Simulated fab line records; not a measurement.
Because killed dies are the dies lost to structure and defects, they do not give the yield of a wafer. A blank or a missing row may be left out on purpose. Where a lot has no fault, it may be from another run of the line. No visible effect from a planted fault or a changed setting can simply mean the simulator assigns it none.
The tool behind it: which one? / flow gf180mcu / 18 wafers from 6 lots sampled at 4 of the route's 602 steps

== WHAT THE GAUGES SHOWED, per wafer ==
GF_M2_CD_MEAS_14: the cd target is 280 nm.
lot=L940; measured=day 20 06:08; on=cdSem-02; cdNm (nm)=279.5 279.7 280.1
lot=L942; measured=day 20 19:18; on=cdSem-02; cdNm (nm)=281.3 281.3 280.5
lot=L943; measured=day 21 18:44; on=cdSem-02; cdNm (nm)=279.3 280.8 280.2
lot=L945; measured=day 22 07:02; on=cdSem-01; cdNm (nm)=279.6 279.0 279.8
lot=L948; measured=day 23 03:03; on=cdSem-01; cdNm (nm)=280.4 280.5 280.0
lot=L960; measured=day 26 20:32; on=cdSem-02; cdNm (nm)=280.7 280.6 280.0

== TOOL THAT RAN EACH LOT (tool first, then ch and the chambers of the sampled wafers, then the start) ==
lot=L940; GF_V1_SPUTTER_22=pvdSputter-03, day 19 04:25; GF_M2_SPUTTER_04=pvdSputter-01, day 19 05:14; GF_M2_EXPOSE_11=krfScanner-01 ch 0, day 19 17:54
lot=L942; GF_V1_SPUTTER_22=pvdSputter-04, day 19 18:43; GF_M2_SPUTTER_04=pvdSputter-01, day 19 19:32; GF_M2_EXPOSE_11=krfScanner-01 ch 0, day 20 08:03
lot=L943; GF_V1_SPUTTER_22=pvdSputter-03, day 20 16:56; GF_M2_SPUTTER_04=pvdSputter-02, day 20 18:44; GF_M2_EXPOSE_11=krfScanner-02 ch 0, day 21 07:07
lot=L945; GF_V1_SPUTTER_22=pvdSputter-04, day 21 06:29; GF_M2_SPUTTER_04=pvdSputter-01, day 21 07:17; GF_M2_EXPOSE_11=krfScanner-01 ch 0, day 21 19:25
lot=L948; GF_V1_SPUTTER_22=pvdSputter-04, day 22 03:08; GF_M2_SPUTTER_04=pvdSputter-01, day 22 03:56; GF_M2_EXPOSE_11=krfScanner-01 ch 0, day 22 15:54
lot=L960; GF_V1_SPUTTER_22=pvdSputter-04, day 25 23:01; GF_M2_SPUTTER_04=pvdSputter-03, day 25 23:49; GF_M2_EXPOSE_11=krfScanner-02 ch 0, day 26 10:22
- GF_V1_SPUTTER_22: material TiN, target thk 10 nm, time 40 s.
- GF_M2_SPUTTER_04: material TiN, target thk 50 nm, time 41.7 s.
- GF_M2_EXPOSE_11: exposes mask Metal2, target cd 280 nm.

== THE ANSWER, worked out from the rows above alone ==
Rule: what is usual is taken from the lots themselves. Put in order of their means at a reading, lots are off if they are a third of the lots or fewer, leave a main group of 4 or more, and stand apart from it by a gap of 3 or more times the standard deviation of the main group's means; of several such gaps the widest counts. If all means in a main group match to the digits the tables above print for the reading, that group is not used. Also off: a lot with no number at a reading for which 4 or more lots have one. Where the step has rows for the other lots, those lots are counted as sound.
No lot is off on any of the readings shown, so nothing can be concluded from this.

== WHAT HAD BEEN PUT IN BY THE SIMULATOR ==
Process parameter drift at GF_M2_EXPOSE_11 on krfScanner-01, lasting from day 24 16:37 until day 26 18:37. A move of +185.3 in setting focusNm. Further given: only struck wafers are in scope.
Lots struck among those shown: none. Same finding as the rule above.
